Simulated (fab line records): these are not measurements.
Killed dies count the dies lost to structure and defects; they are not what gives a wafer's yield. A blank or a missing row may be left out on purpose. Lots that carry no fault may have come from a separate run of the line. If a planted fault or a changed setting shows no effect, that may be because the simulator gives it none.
A lot that was struck, set against a sound lot + flow sky130 + 15 steps out of a route of 708
Sound: wafers L374.2, L374.3, L374.5. The struck wafers were L385.1, L385.4, L385.5. At the end, the cause is stated.
Each step with rows lists, per side, the tool, then ch with its chambers, then its first start. Under that, the readings that differ: sound wafers + struck wafers + difference of the means + sigmas: that difference in standard deviations of wafers without a fault.
alike: words and numbers the same on both sides, and readings whose means are apart by under 2 such deviations; not compared: readings that were withheld, readings missing a value for some wafer, numbers with overlapping values and no deviation given by the record, and bounds like >300 which may hide the same value.
Wherever a step has rows on one side only, a row that says differs or no value, or a row with sigmas, the two part there. Numbers that don't overlap but have no deviation are shown without sigmas and don't part them. Lack of a reading on every wafer of one side parts them only where that side has two or more wafers.

first, 2 steps without rows for these wafers: SKY_LDD_HVN_PEB_05; SKY_LDD_HVN_DEVELOP_06 (develop time 60 s).
SKY_LDD_HVN_OVL_MEAS_07:
  struck on overlay-01, day 26 09:15; sound on overlay-02, day 22 12:40
| reading          | sound          | struck      | difference | sigmas |
|------------------|----------------|-------------|------------|--------|
| LDD_HVN_OVL (nm) | -0.6 -2.4 -1.4 | 1.6 1.0 1.7 | +2.9       | +2     |
after that, 1 step had no rows for these wafers: SKY_LDD_HVN_IMPLANT_08.
SKY_LDD_HVN_STRIP_09: strips in O2/N2.
  sound on plasma-asher-02 ch 0,1, day 22 12:51; struck on plasma-asher-01 ch 0,1, day 26 09:26
  alike: drypump-motor-current-A, oes-product-au, strip-time-to-endpoint-s
  not compared: rf-hours-counter-h
SKY_LDD_HVN_TW_MEAS_10:
  struck on film-metro-04, day 26 09:32; sound on film-metro-01, day 22 12:58
| reading    | sound          | struck         | difference | sigmas |
|------------|----------------|----------------|------------|--------|
| LDD_HVN_TW | 1410 1411 1417 | 1438 1446 1442 | +29        | +2     |
then, 6 steps without rows for these wafers: SKY_LDD_HVP_DEHYDRATE_00 (time 60 s); SKY_LDD_HVP_HMDS_01 (prime time 60 s); SKY_LDD_HVP_COAT_02 (resist thk 300 nm); SKY_LDD_HVP_SOFTBAKE_03 (time 60 s); SKY_LDD_HVP_EXPOSE_04 (exposes mask HVPTM, target cd 700 nm); SKY_LDD_HVP_PEB_05.
SKY_LDD_HVP_DEVELOP_06: develop time 60 s.
  sound on litho-track-04 ch 0, day 23 20:07; struck on litho-track-02 ch 0, day 27 15:31
| reading                | sound             | struck            | difference | sigmas |
|------------------------|-------------------|-------------------|------------|--------|
| chill-plate-temp-C (C) | 22.85 22.94 22.98 | 23.32 23.16 23.25 | +0.32      | +3     |
| developer-temp-C (C)   | 22.86 22.97 22.94 | 23.86 23.99 23.82 | +0.97      | +9     |
SKY_LDD_HVP_OVL_MEAS_07:
  struck on overlay-02, day 27 15:40; sound on overlay-02, day 23 20:16
  alike: LDD_HVP_OVL
-- the record jumps here: 23 days lie between the struck wafers' starts before and after (it left off in module LDD_HVP and takes up again in module PAD_OPEN, whose first step shown is number 708 of the route) --
SKY_PAD_OPEN_PROBE_99:
  struck on prober-01, day 50 07:56; sound on prober-02, day 47 23:23
  alike: killed_at_M0_to_M3, killed_at_M4_up, killed-at-contacts, killed-at-front-end, killed-at-other, killed-dies, killed-open, killed-short

== WHERE THEY PART ==
Earliest at SKY_LDD_HVN_OVL_MEAS_07; latest, in this record, at SKY_LDD_HVP_DEVELOP_06. Later steps at which nothing parts them and some readings are alike: SKY_LDD_HVP_OVL_MEAS_07, SKY_PAD_OPEN_PROBE_99.

WHY: what the simulator had put in
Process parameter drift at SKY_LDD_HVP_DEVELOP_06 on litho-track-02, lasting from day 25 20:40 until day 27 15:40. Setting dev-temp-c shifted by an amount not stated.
